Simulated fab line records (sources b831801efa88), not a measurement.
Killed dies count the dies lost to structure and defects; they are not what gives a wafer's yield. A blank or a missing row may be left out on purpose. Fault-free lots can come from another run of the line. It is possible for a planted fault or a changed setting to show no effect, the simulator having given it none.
Problem report, 8D (eight disciplines) form, completed by code || flow sky130 || the parts of the form that need people (team, actions taken, sign-off) are left out

1. WHAT IS WRONG
At SKY_METAL2_METAL_ETCH_19, oes-product-au averages 0.976 a.u. over 6 wafers from 2 lots, while fault-free wafers read 0.852 a.u., standard deviation 0.0069. That is +18 standard deviations from the usual mean.
The step: etches the open film in Cl2/BCl3, stops on SiO2, target depth 360 nm, time 78 s.
The first sign was on wafer L204.2 at day 37 00:16, on rie-metal-02. Wafers with a number at this step in the record: 30, from 10 lots. By rule, "out" or "out of limits" means more than 4 standard deviations away from the usual mean. Any other wafer with a number is counted as sound.

2. WHAT THIS IS AND IS NOT
{"question": "which readings at this step", "is": "oes-product-au, run-length-s", "is not": "drypump-motor-current-A"}
{"question": "which lots", "is": "L204, L206", "is not": "L202, L203, L205, L214, L219, L220, L222, L224"}
{"question": "which wafers of those lots", "is": "all that have a number", "is not": "-"}
{"question": "read on which tools", "is": "rie-metal-02", "is not": "rie-metal-01, rie-metal-03"}
{"question": "when", "is": "from day 37 00:16", "is not": "up to then (6 sound wafers); but 18 sound wafers of L205, L214, L219, L220, L222, L224 came after"}

3. THE SUSPECTS, EACH WITH WHAT RULES IT OUT
Counting: a tool at a process step up to the reading stays a suspect if it ran every lot that is out and no sound lot after the first of them.
- rie-metal-02 at SKY_METAL2_METAL_ETCH_19 (etches the open film in Cl2/BCl3, stops on SiO2, target depth 360 nm, time 78 s): ruled out as a lasting fault. The sound lots L220 went through it after L204, its earliest lot that is out (day 37 00:16).
Left after counting: nothing in the record.

4. THE CAUSE (what the simulator had put in)
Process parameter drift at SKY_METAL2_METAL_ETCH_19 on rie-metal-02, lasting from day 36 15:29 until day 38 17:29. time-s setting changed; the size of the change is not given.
Counting ruled it out, wrongly.

5. THE EFFECT CHAIN, in route order
Each row: a reading whose mean over the struck wafers that have a number lies more than 3 standard deviations from the usual. Only readings for which the record gives a usual standard deviation are gone through. hours: the time from each lot's start at the first step in this table that gives one to its start at this step, as a median over the lots. sigmas: the change in usual standard deviations.
{"hours": 0, "step": "SKY_METAL2_METAL_ETCH_19", "reading": "oes-product-au", "usual": "0.852 a.u.", "on struck wafers": 0.976, "change": "+0.124", "sigmas": "+18"}
{"hours": 0, "step": "SKY_METAL2_METAL_ETCH_19", "reading": "run-length-s", "usual": "106.7 s", "on struck wafers": 94.7, "change": -12.0, "sigmas": -14}
{"hours": 0, "step": "SKY_METAL2_STRIP_20", "reading": "strip-time-to-endpoint-s", "usual": "2.74 s", "on struck wafers": 3.14, "change": "+0.40", "sigmas": "+4.7"}
Process steps it contains:
- SKY_METAL2_METAL_ETCH_19: etches the open film in Cl2/BCl3, stops on SiO2, target depth 360 nm, time 78 s.
- SKY_METAL2_STRIP_20: strips in O2/N2.

6. HOW IT WOULD HAVE BEEN CAUGHT EARLIER
The fault began at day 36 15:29; the first out-of-limits reading in this record came at day 37 00:16, 9 hours later.
